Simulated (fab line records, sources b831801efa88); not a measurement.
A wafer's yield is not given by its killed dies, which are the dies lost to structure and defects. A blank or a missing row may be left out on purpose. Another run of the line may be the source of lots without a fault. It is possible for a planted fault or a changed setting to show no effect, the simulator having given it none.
Which of the tools did it? + flow gf180mcu + 14 lots, 42 wafers sampled, at 2 steps of a route of 602

## WHAT THE GAUGES SHOWED, per wafer
GF_V5_THK_MEAS_25: measures by xrf.
| lot  | measured     | on            | V5_W_THK (nm) |
|------|--------------|---------------|---------------|
| L596 | day 27 02:19 | film_metro-01 | 352 355 348   |
| L597 | day 27 08:47 | film_metro-03 | 344 343 347   |
| L598 | day 27 20:47 | film_metro-04 | 342 338 343   |
| L599 | day 28 03:28 | film_metro-01 | 351 352 349   |
| L600 | day 28 14:39 | film_metro-03 | 346 347 346   |
| L601 | day 28 22:05 | film_metro-01 | 349 346 348   |
| L603 | day 29 16:13 | film_metro-01 | 352 351 356   |
| L613 | day 32 06:10 | film_metro-01 | 346 344 344   |
| L614 | day 32 11:26 | film_metro-04 | 339 345 339   |
| L615 | day 32 18:59 | film_metro-04 | 344 346 343   |
| L618 | day 33 11:51 | film_metro-01 | 351 347 351   |
| L619 | day 33 14:10 | film_metro-03 | 348 352 353   |

## EACH LOT AND THE TOOL THAT RAN IT (in order: tool; ch and the chambers of the sampled wafers; start)
| lot  | GF_HV_LDD_DEVELOP_45              |
|------|-----------------------------------|
| L596 | litho_track-03 ch 0, day 12 05:17 |
| L597 | litho_track-04 ch 0, day 12 13:26 |
| L598 | litho_track-03 ch 0, day 13 01:08 |
| L599 | litho_track-03 ch 0, day 13 06:56 |
| L600 | litho_track-04 ch 0, day 13 17:41 |
| L601 | litho_track-03 ch 0, day 13 23:54 |
| L603 | litho_track-04 ch 0, day 14 20:14 |
| L611 | litho_track-01 ch 0, day 17 11:03 |
| L612 | litho_track-01 ch 0, day 18 02:28 |
| L613 | litho_track-03 ch 0, day 18 04:55 |
| L614 | litho_track-04 ch 0, day 18 10:53 |
| L615 | litho_track-04 ch 0, day 18 19:41 |
| L618 | litho_track-04 ch 0, day 19 19:54 |
| L619 | litho_track-04 ch 0, day 20 02:20 |
- GF_HV_LDD_DEVELOP_45: develop time 60 s.

## WHAT THE TOOLS THEMSELVES READ (means of the sampled wafers that have a number; where no wafer has one, the mark that the record gives instead)
GF_HV_LDD_DEVELOP_45.
| lot  | tool           | developer_temp_C (C) |
|------|----------------|----------------------|
| L596 | litho_track-03 | 22.98                |
| L597 | litho_track-04 | 23.11                |
| L598 | litho_track-03 | 23.11                |
| L599 | litho_track-03 | 22.92                |
| L600 | litho_track-04 | 22.98                |
| L601 | litho_track-03 | 23.07                |
| L603 | litho_track-04 | 23.00                |
| L611 | litho_track-01 | 23.07                |
| L612 | litho_track-01 | 23.12                |
| L613 | litho_track-03 | 22.92                |
| L614 | litho_track-04 | 23.02                |
| L615 | litho_track-04 | 22.88                |
| L618 | litho_track-04 | 23.06                |
| L619 | litho_track-04 | 23.01                |

## THE ANSWER, worked out from the rows above alone
Rule: the lots themselves supply what counts as usual. The widest of any qualifying gaps counts: lots, ordered by their means at a reading, are off when they make up no more than a third of the lots, leave a main group of 4 or more, and stand apart from it by 3 or more times the standard deviation of that group's means. A main group is skipped when, at the precision printed for the reading in the tables above, its means are all equal. Also off: a lot with no number at a reading for which 4 or more lots have one. Any other lot the step has rows for is counted as sound. After the gauges, taken in route order, come the tools' own readings; for these a lot's mean is taken, as printed above. At the first step where some lot is off, the reading lying furthest off is the one used; lots without a number count as furthest.
No lot is off on any of the readings shown, so nothing can be concluded from this.

## WHAT THE SIMULATOR PUT IN
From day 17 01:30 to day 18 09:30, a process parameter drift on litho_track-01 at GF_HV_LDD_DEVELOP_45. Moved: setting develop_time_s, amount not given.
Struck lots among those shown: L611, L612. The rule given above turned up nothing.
